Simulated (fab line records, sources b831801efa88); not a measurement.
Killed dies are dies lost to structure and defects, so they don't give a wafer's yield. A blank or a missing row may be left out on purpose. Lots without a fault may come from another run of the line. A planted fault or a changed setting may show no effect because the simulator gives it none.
fab line records | flow gf180mcu
record lots=5 wafers=15 last_day=34
route steps=602 shown V2@403 M3@409 V3@429
lots that met no fault: from a run of the same line without faults
start_h: hours from the record's first day to the start of the lot's first wafer shown | wait_h: hours since the lot's step before | " the same as in the row above | L1.1+2: a row that stands for several wafers | - no value, or no start given | * or withheld: withheld | < > ~ a bound
route shown NAME@n: a module of which the file shows steps, and the number in the route of the first | usual: mean/standard deviation of fault-free wafers | same: alike in all rows | chamber/n: place in a boat | sites: the reading at each site | _std_site: their standard deviation | _edge_site: outer sites' mean less inner sites' | radius_mm: how far each site lies from the wafer's centre | mask NAME#n: copy n | behind: the tool/chamber that last shaped the wafer | hold: why the lot was held/for how many hours/how that ended | device: the transistor (n, p or np) that didn't switch | end of line: the same wafers' tests at the end of the route | a step without rows: its recipe alone | killed: dies lost to structure and defects at the first sort, not the wafer's yield | map: a wafer's dies, x killed, . not, _ none there
set.NAME: the setting as run; set.NAME@STEP: as run at that earlier step | model.NAME: the simulator's own value behind a step, which no gauge read
lots at some steps of the route; a table a step, a row a wafer
services: from which hour (start_h, from the record's first day; less than 0 if before it) a tool's chamber was out of use, for how many hours, and why
## steps
# step GF_V2_SPUTTER_21
# recipe material=Ti target_thk_nm=15 chamber_pressure_pa=5 power_w=2500 substrate_temp_c=200 time_s=80.02
# usual throttle_valve_pct=29.9/0.91
# same time_s=80.02
# columns lot.wafer tool chamber start_h wait_h throttle_valve_pct
L074.1 pvd_sputter-02 - 456.68 0.0 30.1
L074.2 " - " " 30.2
L074.3 " - " " 31.2
L088.2 pvd_sputter-02 - 594.03 0.0 30.0
L088.3 " - " " 30.1
L088.5 " - " " 30.1
L090.3 pvd_sputter-02 - 598.29 0.0 28.0
L090.4 " - " " 31.4
L090.6 " - " " 30.2
L093.3 pvd_sputter-02 - 620.74 0.0 30.5
L093.5 " - " " 28.4
L093.6 " - " " 30.4
L095.2 pvd_sputter-04 - 634.01 0.0 29.6
L095.4 " - " " 29.6
L095.6 " - " " 29.7
# step GF_V2_SPUTTER_22
# recipe material=TiN target_thk_nm=10 chamber_pressure_pa=5 power_w=4000 time_s=40
# usual throttle_valve_pct=29.9/0.92
# same time_s=40
# columns lot.wafer tool chamber start_h wait_h throttle_valve_pct
L074.1 pvd_sputter-02 - 456.75 0.0 30.4
L074.2 " - " " 30.1
L074.3 " - " " 31.4
L088.2 pvd_sputter-02 - 595.04 1.0 30.3
L088.3 " - " " 30.2
L088.5 " - " " 30.1
L090.3 pvd_sputter-02 - 598.35 0.0 28.0
L090.4 " - " " 31.1
L090.6 " - " " 30.2
L093.3 pvd_sputter-02 - 620.80 0.0 30.1
L093.5 " - " " 28.2
L093.6 " - " " 30.1
L095.2 pvd_sputter-04 - 634.07 0.0 29.4
L095.4 " - " " 29.7
L095.6 " - " " 30.0
# step GF_V2_CVD_23
# recipe material=W target_thk_nm=350 time_s=104.94 temp_c=400 pressure_torr=40
# usual heater_power_outer_w=574/32 heater_power_w=934/33
# same time_s=104.94
# columns lot.wafer tool chamber start_h wait_h heater_power_outer_w heater_power_w
L074.1 cvd_w-02 0 456.79 0.0 600 979
L074.2 " 1 " " 586 946
L074.3 " 0 " " 591 977
L088.2 cvd_w-01 0 595.08 0.0 579 913
L088.3 " 1 " " 516 881
L088.5 " 1 " " 524 888
L090.3 cvd_w-01 1 598.43 0.1 513 889
L090.4 " 0 " " 587 941
L090.6 " 0 " " 572 944
L093.3 cvd_w-02 1 620.87 0.1 597 956
L093.5 " 1 " " 589 960
L093.6 " 0 " " 612 953
L095.2 cvd_w-01 0 634.14 0.1 583 932
L095.4 " 0 " " 590 957
L095.6 " 0 " " 578 916
# step GF_V2_RS_MEAS_24
# recipe thk_meas_gauge=four-point-probe reads=W_of_V2_CVD_23+TiN_of_V2_SPUTTER_22+Ti_of_V2_SPUTTER_21
# usual V2_W_RS=0.329/0.0036
# columns lot.wafer tool chamber start_h wait_h V2_W_RS[ohm/sq]
L074.1 film_metro-03 - 456.90 0.1 0.327
L074.2 " - " " 0.326
L074.3 " - " " 0.327
L088.2 film_metro-01 - 595.21 0.1 0.334
L088.3 " - " " 0.334
L088.5 " - " " 0.331
L090.3 film_metro-04 - 598.54 0.1 0.336
L090.4 " - " " 0.334
L090.6 " - " " 0.333
L093.3 film_metro-01 - 620.99 0.1 0.325
L093.5 " - " " 0.326
L093.6 " - " " 0.326
L095.2 film_metro-03 - 634.35 0.2 0.329
L095.4 " - " " 0.329
L095.6 " - " " 0.332
# step GF_V2_THK_MEAS_25
# recipe thk_meas_gauge=xrf reads=W_of_V2_CVD_23
# usual V2_W_THK=347/5.3
# columns lot.wafer tool chamber start_h wait_h V2_W_THK[nm]
L074.1 film_metro-03 - 457.02 0.1 349
L074.2 " - " " 350
L074.3 " - " " 348
L088.2 film_metro-01 - 595.32 0.1 345
L088.3 " - " " 345
L088.5 " - " " 346
L090.3 film_metro-04 - 598.64 0.1 335
L090.4 " - " " 335
L090.6 " - " " 337
L093.3 film_metro-01 - 621.09 0.1 358
L093.5 " - " " 355
L093.6 " - " " 358
L095.2 film_metro-03 - 634.46 0.1 346
L095.4 " - " " 345
L095.6 " - " " 341
# step GF_V2_CMP_26
# recipe stop_on=SiO2 down_force_psi=3.5 platen_rpm=60 t_overpolish_s=15 target_thk_nm=0 pad_velocity_m_s=0.94248
# usual motor_current_A=11.8/1.1 overpolish_run_s=15.000/0.0094 time_to_endpoint_s=85/4.6
# columns lot.wafer tool chamber start_h wait_h motor_current_A overpolish_run_s time_to_endpoint_s
L074.2 cmp-02 0 457.08 0.0 13.2 15.001 94
L074.3 " 1 " " 11.7 14.997 80
L074.1 " 2 " " 10.6 15.006 86
L088.3 cmp-01 0 595.42 0.1 10.8 14.980 84
L088.2 " 1 " " 12.1 15.001 80
L088.5 " 3 " " 11.7 15.009 86
L090.4 cmp-01 0 598.78 0.1 10.4 15.005 85
L090.3 " 1 " " 12.9 15.011 82
L090.6 " 2 " " 12.6 14.990 88
L093.3 cmp-02 3 621.18 0.1 12.6 14.998 77
L093.6 " 2 " " 11.1 15.021 84
L093.5 " 3 " " 14.1 15.004 78
L095.4 cmp-02 3 634.51 0.0 13.4 15.006 79
L095.2 " 1 " " 11.6 15.004 79
L095.6 " 3 " " 12.6 14.995 76
# step GF_M3_SPUTTER_00
# recipe material=Ti target_thk_nm=37.5 arriving_ion_energy_ev=80 substrate_temp_c=200 chamber_pressure_pa=2 power_w=4000 time_s=150
# usual throttle_valve_pct=29.5/1.4
# same time_s=150
# columns lot.wafer tool chamber start_h wait_h throttle_valve_pct
L074.1 pvd_sputter-04 - 457.38 0.1 30.2
L074.2 " - " " 29.8
L074.3 " - " " 29.4
L088.2 pvd_sputter-03 - 595.67 0.1 27.8
L088.3 " - " " 32.3
L088.5 " - " " 32.3
L090.3 pvd_sputter-03 - 598.98 0.1 32.3
L090.4 " - " " 28.2
L090.6 " - " " 30.0
L093.3 pvd_sputter-01 - 621.43 0.2 27.5
L093.5 " - " " 29.3
L093.6 " - " " 29.9
L095.2 pvd_sputter-03 - 634.81 0.1 28.3
L095.4 " - " " 30.1
L095.6 " - " " 29.9
# step GF_M3_SPUTTER_01
# recipe material=TiN target_thk_nm=30 power_w=6500 time_s=25 chamber_pressure_pa=0.4
# usual throttle_valve_pct=29.5/1.4
# same time_s=25
# columns lot.wafer tool chamber start_h wait_h throttle_valve_pct
L074.1 pvd_sputter-04 - 457.48 0.1 30.2
L074.2 " - " " 29.9
L074.3 " - " " 29.8
L088.2 pvd_sputter-03 - 595.77 0.1 27.9
L088.3 " - " " 32.2
L088.5 " - " " 32.1
L090.3 pvd_sputter-03 - 599.08 0.1 32.4
L090.4 " - " " 28.2
L090.6 " - " " 30.3
L093.3 pvd_sputter-01 - 621.53 0.1 27.2
L093.5 " - " " 29.2
L093.6 " - " " 30.2
L095.2 pvd_sputter-03 - 634.91 0.1 28.2
L095.4 " - " " 29.8
L095.6 " - " " 30.0
# step GF_M3_SPUTTER_02
# recipe material=AlCu target_thk_nm=450 power_w=10600 time_s=23.9 chamber_pressure_pa=0.4
# usual throttle_valve_pct=29.5/1.4
# same time_s=23.9
# columns lot.wafer tool chamber start_h wait_h throttle_valve_pct
L074.1 pvd_sputter-04 - 457.51 0.0 30.0
L074.2 " - " " 30.0
L074.3 " - " " 29.6
L088.2 pvd_sputter-03 - 595.81 0.0 28.1
L088.3 " - " " 32.4
L088.5 " - " " 32.4
L090.3 pvd_sputter-03 - 599.11 0.0 32.5
L090.4 " - " " 27.8
L090.6 " - " " 29.6
L093.3 pvd_sputter-01 - 621.57 0.0 27.4
L093.5 " - " " 29.2
L093.6 " - " " 30.3
L095.2 pvd_sputter-03 - 634.94 0.0 28.2
L095.4 " - " " 29.8
L095.6 " - " " 29.8
# step GF_M3_SPUTTER_03
# recipe material=Ti target_thk_nm=10 substrate_temp_c=300 chamber_pressure_pa=0.3 power_w=3000 time_s=6.7
# usual throttle_valve_pct=29.5/1.4
# same time_s=6.7
# columns lot.wafer tool chamber start_h wait_h throttle_valve_pct
L074.1 pvd_sputter-04 - 457.54 0.0 30.1
L074.2 " - " " 29.7
L074.3 " - " " 29.5
L088.2 pvd_sputter-03 - 595.84 0.0 28.2
L088.3 " - " " 32.2
L088.5 " - " " 32.8
L090.3 pvd_sputter-03 - 599.14 0.0 32.3
L090.4 " - " " 28.0
L090.6 " - " " 29.8
L093.3 pvd_sputter-01 - 621.60 0.0 27.4
L093.5 " - " " 29.2
L093.6 " - " " 30.2
L095.2 pvd_sputter-03 - 634.97 0.0 28.2
L095.4 " - " " 29.7
L095.6 " - " " 29.9
# step GF_M3_SPUTTER_04
# recipe material=TiN target_thk_nm=50 power_w=6500 time_s=41.7 chamber_pressure_pa=0.4
# usual throttle_valve_pct=29.5/1.4
# same time_s=41.7
# columns lot.wafer tool chamber start_h wait_h throttle_valve_pct
L074.1 pvd_sputter-04 - 457.56 0.0 30.1
L074.2 " - " " 30.0
L074.3 " - " " 29.6
L088.2 pvd_sputter-03 - 595.86 0.0 28.3
L088.3 " - " " 32.2
L088.5 " - " " 32.2
L090.3 pvd_sputter-03 - 599.16 0.0 32.3
L090.4 " - " " 28.2
L090.6 " - " " 30.1
L093.3 pvd_sputter-01 - 621.62 0.0 27.5
L093.5 " - " " 29.2
L093.6 " - " " 30.0
L095.2 pvd_sputter-03 - 634.99 0.0 28.2
L095.4 " - " " 29.9
L095.6 " - " " 30.2
# step GF_M3_RS_MEAS_05
# recipe thk_meas_gauge=four-point-probe reads=TiN_of_M3_SPUTTER_04+Ti_of_M3_SPUTTER_03+AlCu_of_M3_SPUTTER_02+TiN_of_M3_SPUTTER_01+Ti_of_M3_SPUTTER_00
# usual M3_ALCU_RS=0.0694/0.00099
# columns lot.wafer tool chamber start_h wait_h M3_ALCU_RS[ohm/sq]
L074.1 film_metro-03 - 457.60 0.0 0.0695
L074.2 " - " " 0.0702
L074.3 " - " " 0.0699
L088.2 film_metro-02 - 595.92 0.0 0.0712
L088.3 " - " " 0.0704
L088.5 " - " " 0.0700
L090.3 film_metro-04 - 599.24 0.1 0.0686
L090.4 " - " " 0.0690
L090.6 " - " " 0.0680
L093.3 film_metro-03 - 621.70 0.1 0.0709
L093.5 " - " " 0.0715
L093.6 " - " " 0.0701
L095.2 film_metro-02 - 635.05 0.0 0.0690
L095.4 " - " " 0.0676
L095.6 " - " " 0.0680
# step GF_M3_THK_MEAS_06
# recipe thk_meas_gauge=xrf reads=AlCu_of_M3_SPUTTER_02
# usual M3_ALCU_THK=452/6.9
# columns lot.wafer tool chamber start_h wait_h M3_ALCU_THK[nm]
L074.1 film_metro-03 - 457.72 0.1 453
L074.2 " - " " 448
L074.3 " - " " 452
L088.2 film_metro-02 - 596.03 0.1 440
L088.3 " - " " 447
L088.5 " - " " 452
L090.3 film_metro-04 - 599.34 0.1 460
L090.4 " - " " 457
L090.6 " - " " 464
L093.3 film_metro-03 - 621.80 0.1 443
L093.5 " - " " 437
L093.6 " - " " 447
L095.2 film_metro-02 - 635.16 0.1 453
L095.4 " - " " 461
L095.6 " - " " 463
# step GF_M3_DEHYDRATE_07
# recipe temp_c=200 time_s=60
# same time_s=60
# columns lot.wafer tool chamber start_h wait_h
L074.1+2+3 litho_track-04 0 469.47 11.7
L088.2+3+5 litho_track-04 0 606.10 10.1
L090.3+4+6 litho_track-04 0 610.27 10.9
L093.3+5+6 litho_track-03 0 632.23 10.4
L095.2+4+6 litho_track-01 0 643.63 8.5
# step GF_M3_HMDS_08
# recipe prime_time_s=60 prime_temp_c=120
# same prime_time_s=60
# columns lot.wafer tool chamber start_h wait_h
L074.1+2+3 litho_track-04 0 469.62 0.1
L088.2+3+5 litho_track-04 0 606.25 0.1
L090.3+4+6 litho_track-04 0 610.42 0.1
L093.3+5+6 litho_track-03 0 632.38 0.1
L095.2+4+6 litho_track-01 0 643.78 0.1
# step GF_M3_COAT_09
# recipe resist=KrF spin_rpm=withheld resist_thk_nm=1000
# columns lot.wafer tool chamber start_h wait_h
L074.1+2+3 litho_track-04 0 469.77 0.1
L088.2+3+5 litho_track-04 0 606.40 0.1
L090.3+4+6 litho_track-04 0 610.57 0.1
L093.3+5+6 litho_track-03 0 632.53 0.1
L095.2+4+6 litho_track-01 0 643.93 0.1
# step GF_M3_SOFTBAKE_10
# recipe temp_c=130 time_s=60 resist=KrF
# same time_s=60
# columns lot.wafer tool chamber start_h wait_h
L074.1+2+3 litho_track-04 0 469.92 0.1
L088.2+3+5 litho_track-04 0 606.55 0.1
L090.3+4+6 litho_track-04 0 610.72 0.1
L093.3+5+6 litho_track-03 0 632.68 0.1
L095.2+4+6 litho_track-01 0 644.08 0.1
# step GF_M3_EXPOSE_11
# recipe mask_id=Metal3 target_cd_nm=280 na=0.68 source_shape=conventional sigma_outer=0.6 dose_mj=28
# usual exposure_dose_mJ_cm2=28.00/0.031
# columns lot.wafer tool chamber start_h wait_h mask exposure_dose_mJ_cm2
L074.1 krf_scanner-02 0 - - Metal3#0 27.97
L074.2 " 0 " " Metal3#0 27.97
L074.3 " 0 " " Metal3#0 27.98
L088.2 krf_scanner-02 0 - - Metal3#0 27.98
L088.3 " 0 " " Metal3#0 27.91
L088.5 " 0 " " Metal3#0 27.95
L090.3 krf_scanner-01 0 - - Metal3#0 28.01
L090.4 " 0 " " Metal3#0 28.05
L090.6 " 0 " " Metal3#0 28.06
L093.3 krf_scanner-02 0 - - Metal3#0 28.07
L093.5 " 0 " " Metal3#0 27.95
L093.6 " 0 " " Metal3#0 27.99
L095.2 krf_scanner-02 0 - - Metal3#0 27.94
L095.4 " 0 " " Metal3#0 28.03
L095.6 " 0 " " Metal3#0 27.92
# step GF_M3_PEB_12
# recipe peb_temp_c=135 peb_time_s=90 resist=KrF
# columns lot.wafer tool chamber start_h wait_h
L074.1+2+3 litho_track-03 0 - -
L088.2+3+5 litho_track-04 0 - -
L090.3+4+6 litho_track-01 0 - -
L093.3+5+6 litho_track-04 0 - -
L095.2+4+6 litho_track-04 0 - -
# step GF_M3_DEVELOP_13
# recipe develop_time_s=60 dev_temp_c=21
# columns lot.wafer tool chamber start_h wait_h
L074.1+2+3 litho_track-03 0 481.68 0.2
L088.2+3+5 litho_track-04 0 617.05 0.2
L090.3+4+6 litho_track-01 0 620.61 0.1
L093.3+5+6 litho_track-04 0 642.42 0.1
L095.2+4+6 litho_track-04 0 654.40 0.2
# step GF_M3_CD_MEAS_14
# recipe target_cd_nm=280
# usual cd_nm=279.9/1.3
# columns lot.wafer tool chamber start_h wait_h cd_nm
L074.1 cd_sem-02 - 481.83 0.1 281.8
L074.2 " - " " 282.0
L074.3 " - " " 282.6
L088.2 cd_sem-01 - 617.19 0.1 279.9
L088.3 " - " " 281.5
L088.5 " - " " 280.5
L090.3 cd_sem-02 - 620.75 0.1 278.7
L090.4 " - " " 278.2
L090.6 " - " " 279.0
L093.3 cd_sem-01 - 642.56 0.1 279.4
L093.5 " - " " 278.8
L093.6 " - " " 279.6
L095.2 cd_sem-01 - 654.54 0.1 278.8
L095.4 " - " " 279.4
L095.6 " - " " 279.6
# step GF_M3_OVL_MEAS_15
# usual M3_OVL=-1/4.8
# columns lot.wafer tool chamber start_h wait_h M3_OVL[nm]
L074.1 overlay-02 - 481.95 0.1 3
L074.2 " - " " 0
L074.3 " - " " 0
L088.2 overlay-02 - 617.30 0.1 9
L088.3 " - " " 3
L088.5 " - " " 3
L090.3 overlay-01 - 620.84 0.1 -1
L090.4 " - " " -1
L090.6 " - " " 3
L093.3 overlay-01 - 642.65 0.1 -3
L093.5 " - " " 2
L093.6 " - " " -2
L095.2 overlay-01 - 654.65 0.1 5
L095.4 " - " " 6
L095.6 " - " " 2
# step GF_M3_METAL_ETCH_16
# recipe chemistry=Cl2/BCl3 mask_material=KrF target_depth_nm=750.8 stop_on=SiO2 pressure_mtorr=8 icp_w=800 bias_w=140 Cl2_flow_sccm=80 bcl3_flow_sccm=40 time_s=125.1
# usual bias_w=140.0/0.44 drypump_motor_current_A=5.76/0.29 oes_product_au=0.992/0.0055 throttle_valve_pct=28.228/0.0097
# same time_s=125.1
# columns lot.wafer tool chamber start_h wait_h bias_w drypump_motor_current_A oes_product_au rf_hours_counter_h throttle_valve_pct
L074.1 rie_metal-02 1 481.98 0.0 139.7 5.73 0.988 3 28.227
L074.2 " 0 " " 140.8 5.59 0.993 6 28.224
L074.3 " 1 " " 140.2 5.71 0.989 - 28.229
L088.2 rie_metal-04 1 617.33 0.0 140.4 5.79 0.994 5 28.216
L088.3 " 1 " " 140.5 5.79 0.999 - 28.234
L088.5 " 1 " " 139.9 5.77 0.989 - 28.229
L090.3 rie_metal-03 1 620.91 0.1 140.5 5.97 1.000 - 28.222
L090.4 " 0 " " 139.6 6.48 0.986 - 28.222
L090.6 " 1 " " 140.4 5.95 0.998 - 28.214
L093.3 rie_metal-04 0 642.76 0.1 140.4 5.40 0.979 - 28.247
L093.5 " 0 " " 139.7 5.40 0.984 - 28.227
L093.6 " 0 " " 140.4 5.40 0.978 - 28.238
L095.2 rie_metal-02 1 654.68 0.0 140.2 5.72 0.998 9 28.236
L095.4 " 1 " " 140.8 5.72 0.992 - 28.215
L095.6 " 0 " " 139.2 5.63 1.001 - 28.223
# step GF_M3_STRIP_17
# recipe chemistry=O2/N2 power_w=1400 pressure_mtorr=1500 platen_temp_c=250 o2_flow_sccm=3000 n2_flow_sccm=300 overash_fraction=0.5
# usual drypump_motor_current_A=5.48/0.19 heater_power_w=344/49 oes_product_au=0.537/0.005 strip_time_to_endpoint_s=7.36/0.049
# columns lot.wafer tool chamber start_h wait_h drypump_motor_current_A heater_power_w oes_product_au rf_hours_counter_h strip_time_to_endpoint_s
L074.1 plasma_asher-01 1 482.11 0.1 5.55 285 0.536 39 7.41
L074.2 " 0 " " 5.67 401 0.533 39 7.35
L074.3 " 1 " " 5.54 281 0.541 - 7.39
L088.2 plasma_asher-03 0 617.46 0.1 5.33 352 0.535 85 7.30
L088.3 " 0 " " 5.32 346 0.538 - 7.32
L088.5 " 1 " " 5.39 282 0.538 - 7.33
L090.3 plasma_asher-01 1 621.03 0.1 5.55 283 0.535 - 7.34
L090.4 " 0 " " 5.68 395 0.544 - 7.42
L090.6 " 0 " " 5.67 409 0.543 - 7.39
L093.3 plasma_asher-02 1 642.97 0.2 5.17 331 0.540 - 7.41
L093.5 " 1 " " 5.24 330 0.535 - 7.41
L093.6 " 0 " " 5.67 394 0.534 - 7.44
L095.2 plasma_asher-01 0 654.81 0.1 5.69 393 0.534 57 7.31
L095.4 " 0 " " 5.69 410 0.538 - 7.35
L095.6 " 1 " " 5.51 274 0.542 - 7.32
# step GF_M3_STRIP_18
# recipe chemistry=post_etch_residue_remover time_s=1200 temp_c=72.5
# same time_s=1200
# columns lot.wafer tool chamber start_h wait_h
L074.1+2+3 wet_bench-01 3 482.21 0.1
L088.2+3+5 wet_bench-02 1 617.56 0.1
L090.3+4+6 wet_bench-04 0 621.09 0.0
L093.3+5+6 wet_bench-02 1 643.04 0.0
L095.2+4+6 wet_bench-01 1 654.91 0.1
# step GF_M3_CLEAN_19
# recipe chemistry=DIW dry=n2_spin
# columns lot.wafer tool chamber start_h wait_h
L074.1+2+3 wet_bench-01 0 482.59 0.0
L088.2+3+5 wet_bench-01 0 617.90 0.0
L090.3+4+6 wet_bench-02 3 621.43 0.0
L093.3+5+6 wet_bench-01 0 643.38 0.0
L095.2+4+6 wet_bench-02 0 655.25 0.0
# step GF_V3_CVD_00
# recipe material=SiO2 target_thk_nm=600 sigma_open_frac=0.3 temp_c=400 time_s=100 sih4_flow_sccm=60 pressure_mtorr=6
# same time_s=100
# columns lot.wafer tool chamber start_h wait_h
L074.1+2+3 hdpcvd-01 1,2,0 482.69 0.0
L088.2+3+5 hdpcvd-02 1,0,0 617.99 0.0
L090.3+4+6 hdpcvd-02 1,1,0 621.53 0.0
L093.3+5+6 hdpcvd-02 2,1,2 643.47 0.0
L095.2+4+6 hdpcvd-01 0,0,1 655.35 0.0
# step GF_V3_THK_MEAS_01
# recipe reads=SiO2_of_V3_CVD_00
# usual V3_CVD_00_THK=600/8
# columns lot.wafer tool chamber start_h wait_h V3_CVD_00_THK[nm]
L074.1 film_metro-02 - 482.76 0.0 591
L074.2 " - " " 575
L074.3 " - " " 603
L088.2 film_metro-04 - 618.07 0.0 612
L088.3 " - " " 606
L088.5 " - " " 609
L090.3 film_metro-02 - 621.62 0.1 599
L090.4 " - " " 601
L090.6 " - " " 601
L093.3 film_metro-02 - 643.56 0.1 612
L093.5 " - " " 615
L093.6 " - " " 606
L095.2 film_metro-02 - 655.43 0.0 612
L095.4 " - " " 605
L095.6 " - " " 598
# step GF_V3_CVD_02
# recipe material=SiO2 target_thk_nm=850 precursor=TEOS temp_c=400 time_s=94.851 rf_w=600
# usual heater_power_outer_w=388/66 heater_power_w=684/90
# same time_s=94.851
# columns lot.wafer tool chamber start_h wait_h heater_power_outer_w heater_power_w
L074.1 pecvd-02 2 482.82 0.1 316 611
L074.2 " 1 " " 466 772
L074.3 " 0 " " 385 653
L088.2 pecvd-02 2 618.12 0.0 320 613
L088.3 " 0 " " 322 562
L088.5 " 0 " " 358 605
L090.3 pecvd-02 0 621.66 0.0 384 650
L090.4 " 2 " " 321 640
L090.6 " 0 " " 284 512
L093.3 pecvd-02 0 643.60 0.0 379 648
L093.5 " 2 " " 269 564
L093.6 " 1 " " 459 786
L095.2 pecvd-01 2 655.48 0.0 404 727
L095.4 " 0 " " 338 670
L095.6 " 1 " " 386 664
# step GF_V3_THK_MEAS_03
# recipe reads=SiO2_of_V3_CVD_02
# usual V3_CVD_02_THK=851/15
# columns lot.wafer tool chamber start_h wait_h V3_CVD_02_THK[nm]
L074.1 film_metro-04 - 482.89 0.0 836
L074.2 " - " " 833
L074.3 " - " " 861
L088.2 film_metro-01 - 618.20 0.0 847
L088.3 " - " " 859
L088.5 " - " " 874
L090.3 film_metro-04 - 621.75 0.1 852
L090.4 " - " " 846
L090.6 " - " " 855
L093.3 film_metro-04 - 643.69 0.1 867
L093.5 " - " " 859
L093.6 " - " " 858
L095.2 film_metro-02 - 655.56 0.0 853
L095.4 " - " " 877
L095.6 " - " " 862
# step GF_V3_CMP_04
# recipe material=SiO2 down_force_psi=4 platen_rpm=60 pad_velocity_m_s=0.94248
# usual motor_current_A=12.9/1.1 time_to_endpoint_s=81/6.1
# columns lot.wafer tool chamber start_h wait_h motor_current_A time_to_endpoint_s
L074.1 cmp-01 2 482.95 0.1 12.7 78
L074.2 " 3 " " 11.6 78
L074.3 " 0 " " 12.3 87
L088.3 cmp-01 1 618.25 0.0 13.9 81
L088.2 " 0 " " 11.5 81
L088.5 " 1 " " 13.5 86
L090.3 cmp-01 1 621.79 0.0 13.7 83
L090.4 " 3 " " 12.2 84
L090.6 " 2 " " 12.9 86
L093.3 cmp-02 0 643.83 0.1 13.8 96
L093.6 " 2 " " 11.8 83
L093.5 " 3 " " 13.4 80
L095.4 cmp-02 2 655.66 0.1 12.6 88
L095.2 " 0 " " 15.0 88
L095.6 " 2 " " 11.1 84
# step GF_V3_BOW_MEAS_05
# recipe mode=bow
# usual V3_BOW=115/9.9
# columns lot.wafer tool chamber start_h wait_h V3_BOW[um]
L074.1 film_metro-04 - 483.25 0.2 116
L074.2 " - " " 115
L074.3 " - " " 109
L088.2 film_metro-01 - 618.57 0.1 118
L088.3 " - " " 117
L088.5 " - " " 116
L090.3 film_metro-04 - 622.13 0.3 113
L090.4 " - " " 108
L090.6 " - " " 108
L093.3 film_metro-04 - 644.07 0.2 125
L093.5 " - " " 113
L093.6 " - " " 120
L095.2 film_metro-02 - 655.93 0.1 108
L095.4 " - " " 121
L095.6 " - " " 127
# step GF_V3_DEHYDRATE_06
# recipe temp_c=200 time_s=60
# same time_s=60
# columns lot.wafer tool chamber start_h wait_h
L074.1+2+3 litho_track-01 0 495.36 12.1
L088.2+3+5 litho_track-03 0 628.75 10.2
L090.3+4+6 litho_track-02 0 632.01 9.9
L093.3+5+6 litho_track-02 0 653.66 9.6
L095.2+4+6 litho_track-03 0 664.85 8.9
# step GF_V3_HMDS_07
# recipe prime_time_s=60 prime_temp_c=120
# same prime_time_s=60
# columns lot.wafer tool chamber start_h wait_h
L074.1+2+3 litho_track-01 0 495.51 0.1
L088.2+3+5 litho_track-03 0 628.90 0.1
L090.3+4+6 litho_track-02 0 632.16 0.1
L093.3+5+6 litho_track-02 0 653.81 0.1
L095.2+4+6 litho_track-03 0 665.00 0.1
# step GF_V3_COAT_08
# recipe resist=BARC temp_c=withheld time_s=withheld spin_rpm=withheld resist_thk_nm=withheld
# columns lot.wafer tool chamber start_h wait_h
L074.1+2+3 litho_track-01 0 495.66 0.1
L088.2+3+5 litho_track-03 0 629.05 0.1
L090.3+4+6 litho_track-02 0 632.31 0.1
L093.3+5+6 litho_track-02 0 653.96 0.1
L095.2+4+6 litho_track-03 0 665.15 0.1
# step GF_V3_COAT_09
# recipe resist=KrF spin_rpm=withheld resist_thk_nm=1000
# columns lot.wafer tool chamber start_h wait_h
L074.1+2+3 litho_track-01 0 - -
L088.2+3+5 litho_track-03 0 - -
L090.3+4+6 litho_track-02 0 - -
L093.3+5+6 litho_track-02 0 - -
L095.2+4+6 litho_track-03 0 - -
# step GF_V3_SOFTBAKE_10
# recipe temp_c=130 time_s=60 resist=KrF
# same time_s=60
# columns lot.wafer tool chamber start_h wait_h
L074.1+2+3 litho_track-01 0 - -
L088.2+3+5 litho_track-03 0 - -
L090.3+4+6 litho_track-02 0 - -
L093.3+5+6 litho_track-02 0 - -
L095.2+4+6 litho_track-03 0 - -
# step GF_V3_EXPOSE_11
# recipe mask_id=Via3 target_cd_nm=260 na=0.68 source_shape=conventional sigma_outer=0.6 dose_mj=38
# usual exposure_dose_mJ_cm2=38.00/0.035
# columns lot.wafer tool chamber start_h wait_h mask exposure_dose_mJ_cm2
L074.1 krf_scanner-01 0 - - Via3#0 37.98
L074.2 " 0 " " Via3#0 37.94
L074.3 " 0 " " Via3#0 37.92
L088.2 krf_scanner-02 0 - - Via3#0 37.96
L088.3 " 0 " " Via3#0 38.00
L088.5 " 0 " " Via3#0 37.99
L090.3 krf_scanner-02 0 - - Via3#0 37.99
L090.4 " 0 " " Via3#0 38.05
L090.6 " 0 " " Via3#0 38.04
L093.3 krf_scanner-01 0 - - Via3#0 38.02
L093.5 " 0 " " Via3#0 38.06
L093.6 " 0 " " Via3#0 38.01
L095.2 krf_scanner-02 0 - - Via3#0 38.02
L095.4 " 0 " " Via3#0 38.00
L095.6 " 0 " " Via3#0 38.05
# step GF_V3_PEB_12
# recipe peb_temp_c=135 peb_time_s=90 resist=KrF
# columns lot.wafer tool chamber start_h wait_h
L074.1+2+3 litho_track-02 0 - -
L088.2+3+5 litho_track-01 0 - -
L090.3+4+6 litho_track-01 0 - -
L093.3+5+6 litho_track-03 0 - -
L095.2+4+6 litho_track-03 0 - -
# step GF_V3_DEVELOP_13
# recipe develop_time_s=60 resist=KrF dev_temp_c=21
# columns lot.wafer tool chamber start_h wait_h
L074.1+2+3 litho_track-02 0 506.26 0.2
L088.2+3+5 litho_track-01 0 639.08 0.2
L090.3+4+6 litho_track-01 0 641.96 0.1
L093.3+5+6 litho_track-03 0 663.53 0.1
L095.2+4+6 litho_track-03 0 675.35 0.2
# step GF_V3_CD_MEAS_14
# recipe target_cd_nm=260
# usual cd_nm=260.5/1
# columns lot.wafer tool chamber start_h wait_h cd_nm
L074.1 cd_sem-01 - 506.41 0.1 259.8
L074.2 " - " " 259.8
L074.3 " - " " 258.9
L088.2 cd_sem-01 - 639.23 0.1 259.7
L088.3 " - " " 261.1
L088.5 " - " " 261.8
L090.3 cd_sem-01 - 642.10 0.1 260.0
L090.4 " - " " 259.5
L090.6 " - " " 259.6
L093.3 cd_sem-01 - 663.67 0.1 258.4
L093.5 " - " " 258.7
L093.6 " - " " 258.7
L095.2 cd_sem-02 - 675.50 0.1 261.1
L095.4 " - " " 260.4
L095.6 " - " " 261.3
## services
# columns tool chamber start_h hours kind
cmp-01 - 440.27 18.3 pm
cmp-01 - 460.12 0.5 repair
cmp-01 - 460.19 1.2 repair
cmp-01 - 462.56 1.1 repair
wet_bench-01 - 485.12 6.3 repair
cmp-02 - 505.62 4.6 pm
krf_scanner-02 - 516.31 1.0 pm
pvd_sputter-01 - 518.69 1.6 repair
krf_scanner-02 - 532.29 1.6 repair
krf_scanner-02 - 541.46 1.0 repair
pvd_sputter-01 - 541.92 3.5 repair
krf_scanner-02 - 542.44 4.0 pm
cmp-02 - 554.23 3.8 repair
krf_scanner-02 - 557.86 0.2 repair
krf_scanner-02 - 559.09 1.3 pm
cmp-01 - 572.00 4.0 pm
pvd_sputter-04 - 573.87 4.4 repair
pvd_sputter-03 - 580.04 2.1 repair
cmp-01 - 581.49 4.2 pm
krf_scanner-02 - 590.98 0.8 pm
cmp-02 - 591.20 4.0 pm
krf_scanner-02 - 593.71 0.8 repair
pvd_sputter-03 - 603.77 6.6 repair
krf_scanner-02 - 651.41 11.6 pm
## key
fault none
